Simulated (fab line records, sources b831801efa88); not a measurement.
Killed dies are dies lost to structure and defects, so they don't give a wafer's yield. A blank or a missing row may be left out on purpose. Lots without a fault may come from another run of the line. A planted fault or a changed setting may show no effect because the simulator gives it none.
A struck lot beside a sound one | flow sky130 | 15 steps out of a route of 708
Sound: wafers L956.1, L956.3, L956.5. Struck: wafers L965.1, L965.2, L965.3. The cause comes at the end.
At each step with rows: each side's tool, then ch and its chambers, then its first start. Under that, the readings that differ: sound wafers | struck wafers | difference of the means | sigmas: that difference in standard deviations of wafers without a fault.
alike: readings whose means differ by less than 2 such deviations, and words and numbers that are the same on both sides. not compared: withheld readings, readings that some wafer has no value for, bounds like >300 that may hide the same value, and numbers for which the record gives no deviation and whose values overlap.
The two part at a step that has a row with sigmas, a row that says differs or no value, or rows on one side only. Numbers that don't overlap but have no deviation are shown without sigmas and don't part them. A reading that every wafer of one side lacks parts them only if that side has two wafers or more.

first, 5 steps without rows for these wafers: SKY_PWDE_COAT_02 (resist thk 3000 nm); SKY_PWDE_SOFTBAKE_03; SKY_PWDE_EXPOSE_04 (exposes mask PWDEM, target cd 840 nm); SKY_PWDE_PEB_05; SKY_PWDE_DEVELOP_06 (develop time 60 s).
SKY_PWDE_OVL_MEAS_07:
  sound on overlay-01, day 5 05:35; struck on overlay-02, day 7 06:56
  alike: PWDE_OVL
then, 1 step without rows for these wafers: SKY_PWDE_IMPLANT_08.
SKY_PWDE_STRIP_09: strips in O2/N2.
  sound on plasma_asher-02 ch 0,1, day 5 05:46; struck on plasma_asher-02 ch 0,1, day 7 07:07
  alike: drypump_motor_current_A, oes_product_au, strip_time_to_endpoint_s
  not compared: rf_hours_counter_h
SKY_PWDE_TW_MEAS_10:
  sound on film_metro-03, day 5 05:52; struck on film_metro-02, day 7 07:13
  alike: PWDE_TW
then, 3 steps without rows for these wafers: SKY_NWELL_DEHYDRATE_03 (time 60 s); SKY_NWELL_HMDS_04 (prime time 60 s); SKY_NWELL_COAT_05 (resist thk 3000 nm).
SKY_NWELL_SOFTBAKE_06:
  sound on litho_track-02 ch 0, day 5 15:17; struck on litho_track-02 ch 0, day 7 17:20
  reading                  | sound                | struck               | difference | sigmas
  heater_power_total_W (W) | 65.27 65.32 65.59    | 64.57 64.73 64.67    | -0.74      | -5
  plate_temp_C (C)         | 110.03 109.97 109.96 | 108.85 108.96 108.96 | -1.06      | -7
then, 1 step without rows for these wafers: SKY_NWELL_EXPOSE_07 (exposes mask NWM, target cd 840 nm).
SKY_PAD_OPEN_PROBE_99:
  the record has rows for the sound wafers here (prober-01, day 47 12:19) and none for the struck ones

WHERE THEY PART
First at SKY_NWELL_SOFTBAKE_06; last, within this record, at SKY_PAD_OPEN_PROBE_99.

WHY: what the simulator had put in
Process parameter drift: litho_track-02, from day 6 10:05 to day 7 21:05, at SKY_NWELL_SOFTBAKE_06. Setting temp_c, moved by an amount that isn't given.
